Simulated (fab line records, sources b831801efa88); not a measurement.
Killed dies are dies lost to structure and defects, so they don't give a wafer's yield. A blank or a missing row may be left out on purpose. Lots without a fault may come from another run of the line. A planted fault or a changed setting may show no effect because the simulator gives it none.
Chamber matching | flow gf180mcu | GF_POLY_GATE_ETCH_13 on rie_si-02: 4 sister chambers
The step etches poly-Si in HBr/Cl2, stops on SiO2, target depth 198.5 nm, time 69.6 s. 8 wafers are shown with their chamber, then 9 later ones without.

WAFERS WITH THEIR CHAMBER
wafer  | chamber | drypump_motor_current_A (A) | oes_product_au (a.u.)
L115.6 | 3       | 5.3                         | 0.992
L126.3 | 3       | 5.3                         | 1.001
L126.5 | 1       | 6.2                         | 0.997
L127.2 | 1       | 6.2                         | 0.987
L127.5 | 0       | 5.4                         | 0.990
L131.2 | 0       | 5.5                         | 0.995
L131.4 | 2       | 5.7                         | 0.981
L131.6 | 2       | 5.7                         | 0.988

WAFERS WITHOUT THEIR CHAMBER
wafer  | drypump_motor_current_A (A) | oes_product_au (a.u.)
L132.2 | 5.3                         | 0.992
L132.3 | 5.4                         | 0.990
L132.4 | 5.7                         | 0.998
L133.2 | 5.4                         | 0.991
L133.3 | 5.3                         | 1.002
L133.6 | 5.7                         | 0.985
L134.4 | 6.2                         | 1.002
L134.5 | 5.7                         | 1.000
L134.6 | 6.2                         | 0.995

WHICH CHAMBER EACH WENT THROUGH
wafer  | from the rows above     | in truth
L132.2 | 3                       | 3
L132.3 | can't be placed: 0 or 3 | 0
L132.4 | 2                       | 2
L133.2 | can't be placed: 0 or 3 | 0
L133.3 | 3                       | 3
L133.6 | 2                       | 2
L134.4 | 1                       | 1
L134.5 | 2                       | 2
L134.6 | 1                       | 1
Placed correctly: 7 of 9. Can't be placed from these rows: 2 (the true chamber is among the candidates in 2). Placed wrongly: 0.
How it was worked out, from the rows above alone: a wafer's distance from a chamber is the root of the sum, over the readings, of the square of ((its reading less the chamber's mean) divided by the reading's scatter). The wafer belongs to the nearest chamber; if the next one is less than 2 further off, it can't be placed. A chamber's mean is the mean of its shown wafers. The scatter: the root of (the sum of the squares of (reading less its chamber's mean) over the shown wafers, divided by (wafers less chambers)).
